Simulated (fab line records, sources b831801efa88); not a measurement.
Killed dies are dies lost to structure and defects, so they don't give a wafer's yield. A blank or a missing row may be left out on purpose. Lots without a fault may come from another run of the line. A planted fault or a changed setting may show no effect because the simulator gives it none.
Which tool did it? | flow sky130 | 11 lots, 33 wafers sampled, at 5 steps of a route of 708

WHAT THE GAUGES READ, wafer by wafer
SKY_POLY_GATE_THK_MEAS_01.
lot  | measured     | on            | POLY_GATE_CVD_00_THK (nm)
L337 | day 14 04:37 | film_metro-03 | 179.4 180.2 181.2
L338 | day 14 08:53 | film_metro-03 | 180.9 180.3 181.6
L340 | day 15 13:34 | film_metro-02 | 181.2 181.4 183.1
L342 | day 16 02:47 | film_metro-03 | 178.8 179.7 177.6
L343 | day 16 02:49 | film_metro-04 | 179.8 179.6 178.5
L344 | day 17 07:41 | film_metro-02 | 181.0 180.8 179.9
L349 | day 18 22:00 | film_metro-03 | 156.1 155.5 154.0 156.1 155.5 154.1
L351 | day 19 05:05 | film_metro-03 | 154.2 155.2 154.5 154.2 155.2 154.5
L350 | day 19 06:16 | film_metro-04 | 154.1 154.4 156.1 154.0 154.3 156.2
L359 | day 21 23:59 | film_metro-04 | 178.8 180.9 180.2
L360 | day 22 04:31 | film_metro-02 | 182.3 182.3 182.4

SKY_METAL2_CD_MEAS_15: target cd 140 nm.
lot  | measured     | on        | cd_nm (nm)
L337 | day 35 13:52 | cd_sem-02 | 140.7 140.6 141.5
L338 | day 35 15:01 | cd_sem-02 | 138.9 139.7 138.5
L340 | day 36 20:05 | cd_sem-01 | 139.1 139.9 140.1
L342 | day 37 05:11 | cd_sem-02 | 140.4 138.7 139.4
L343 | day 37 06:14 | cd_sem-02 | 138.9 138.8 138.9
L344 | day 38 09:40 | cd_sem-02 | 141.0 139.9 142.1
L349 | day 39 16:46 | cd_sem-02 | 140.9 141.1 142.9
L351 | day 40 08:31 | cd_sem-01 | 142.1 140.8 142.6
L350 | day 40 10:04 | cd_sem-01 | 138.9 138.4 140.3
L359 | day 42 01:56 | cd_sem-02 | 142.4 141.9 143.8
L360 | day 42 05:05 | cd_sem-02 | 139.0 139.8 137.8

WHICH TOOL RAN EACH LOT (tool, then ch and the chambers of the sampled wafers, then the start)
lot  | SKY_POLY_GATE_CVD_00        | SKY_POLY_GATE_ETCH_17            | SKY_METAL2_SPUTTER_00
L337 | lpcvd-01 ch 0, day 14 03:25 | rie_si-01 ch 1,2,3, day 16 13:42 | pvd_sputter-03, day 34 10:43
L338 | lpcvd-01 ch 0, day 14 07:41 | rie_si-02 ch 1,2,3, day 16 16:18 | pvd_sputter-04, day 34 12:08
L340 | lpcvd-01 ch 1, day 15 12:22 | rie_si-02 ch 0,1,3, day 17 23:15 | pvd_sputter-03, day 35 17:53
L342 | lpcvd-01 ch 1, day 16 00:59 | rie_si-01 ch 0,3, day 18 11:29   | pvd_sputter-03, day 36 02:40
L343 | lpcvd-01 ch 0, day 16 00:59 | rie_si-01 ch 0,1, day 18 14:14   | pvd_sputter-04, day 36 03:04
L344 | lpcvd-01 ch 1, day 17 06:28 | rie_si-01 ch 1,2, day 19 23:03   | pvd_sputter-04, day 37 07:50
L349 | lpcvd-01 ch 0, day 18 20:48 | rie_si-01 ch 1,2, day 21 14:18   | pvd_sputter-03, day 38 15:13
L351 | lpcvd-01 ch 0, day 19 03:51 | rie_si-02 ch 0,1,2, day 21 21:44 | pvd_sputter-03, day 39 07:49
L350 | lpcvd-01 ch 0, day 19 05:03 | rie_si-01 ch 0,1,3, day 21 22:47 | pvd_sputter-04, day 39 09:05
L359 | lpcvd-01 ch 0, day 21 22:46 | rie_si-01 ch 0,3, day 24 15:26   | pvd_sputter-03, day 41 01:41
L360 | lpcvd-01 ch 1, day 22 03:19 | rie_si-02 ch 0,1, day 24 19:26   | pvd_sputter-04, day 41 04:46
- SKY_POLY_GATE_CVD_00: deposits poly-Si, target thk 180 nm, time 720 s.
- SKY_POLY_GATE_ETCH_17: etches poly-Si in HBr/Cl2, stops on SiO2, target depth 180 nm, time 70.5 s.
- SKY_METAL2_SPUTTER_00: material Ti, target thk 15 nm, time 10 s.

WHAT THE TOOLS THEMSELVES READ (means of the sampled wafers that have a number; where no wafer has one, the mark that the record gives instead)
SKY_POLY_GATE_CVD_00.
lot  | tool     | spike_tc_centre_C (C)
L337 | lpcvd-01 | 622.6
L338 | lpcvd-01 | 622.5
L340 | lpcvd-01 | 620.4
L342 | lpcvd-01 | 621.2
L343 | lpcvd-01 | 622.8
L344 | lpcvd-01 | 620.8
L349 | lpcvd-01 | 621.8
L351 | lpcvd-01 | 621.5
L350 | lpcvd-01 | 622.9
L359 | lpcvd-01 | 623.4
L360 | lpcvd-01 | 620.9

SKY_POLY_GATE_ETCH_17.
lot  | tool      | HBr_flow_sccm (sccm) | drypump_motor_current_A (A) | oes_product_au (a.u.) | throttle_valve_pct (%)
L337 | rie_si-01 | 150.1                | 5.9                         | 0.991                 | 33.686
L338 | rie_si-02 | 150.5                | 5.7                         | 0.994                 | 33.676
L340 | rie_si-02 | 150.3                | 5.4                         | 0.995                 | 33.692
L342 | rie_si-01 | 149.8                | 5.8                         | 0.981                 | 33.683
L343 | rie_si-01 | 149.6                | 5.9                         | 0.989                 | 33.682
L344 | rie_si-01 | 150.5                | 5.7                         | 0.992                 | 33.681
L349 | rie_si-01 | 150.2                | 5.9                         | 0.893                 | 33.675
L351 | rie_si-02 | 150.0                | 5.0                         | 0.892                 | 33.674
L350 | rie_si-01 | 149.8                | 5.9                         | 0.897                 | 33.676
L359 | rie_si-01 | 150.3                | 5.8                         | 0.986                 | 33.680
L360 | rie_si-02 | 149.8                | 4.9                         | 0.999                 | 33.681

SKY_METAL2_SPUTTER_00.
lot  | tool           | throttle_valve_pct (%)
L337 | pvd_sputter-03 | 28.8
L338 | pvd_sputter-04 | 30.2
L340 | pvd_sputter-03 | 29.4
L342 | pvd_sputter-03 | 29.3
L343 | pvd_sputter-04 | 30.4
L344 | pvd_sputter-04 | 30.6
L349 | pvd_sputter-03 | 29.3
L351 | pvd_sputter-03 | 30.0
L350 | pvd_sputter-04 | 30.3
L359 | pvd_sputter-03 | 29.0
L360 | pvd_sputter-04 | 31.4

THE ANSWER, worked out from the rows above alone
Rule: what is usual is taken from the lots themselves. Put in order of their means at a reading, lots are off if they are a third of the lots or fewer, leave a main group of 4 or more, and stand apart from it by a gap of 3 or more times the standard deviation of the main group's means; of several such gaps the widest counts. A main group whose means are all the same, to the digits that the tables above print for the reading, isn't used. A lot without any number at a reading at which 4 lots or more have one is off too. The other lots that the step has rows for count as sound. The gauges are gone through in route order, then the tools' own readings, and for those a lot's mean is taken as printed above. The first step at which some lot is off is used, and at that step the reading that is off furthest; a lot without a number counts as furthest.
Off: L349, L351, L350, at SKY_POLY_GATE_THK_MEAS_01 (POLY_GATE_CVD_00_THK). The main group: mean 180.5 nm, standard deviation 1.1.
A tool fits if, at a process step before that reading, it ran every lot that is off, and no sound lot after the first of them. The gauges at SKY_POLY_GATE_THK_MEAS_01 aren't tried: what is off there is off at SKY_POLY_GATE_ETCH_17 too, on other tools, and a gauge's error can't cause that. None of those tried fits.

WHAT THE SIMULATOR HAD PUT IN
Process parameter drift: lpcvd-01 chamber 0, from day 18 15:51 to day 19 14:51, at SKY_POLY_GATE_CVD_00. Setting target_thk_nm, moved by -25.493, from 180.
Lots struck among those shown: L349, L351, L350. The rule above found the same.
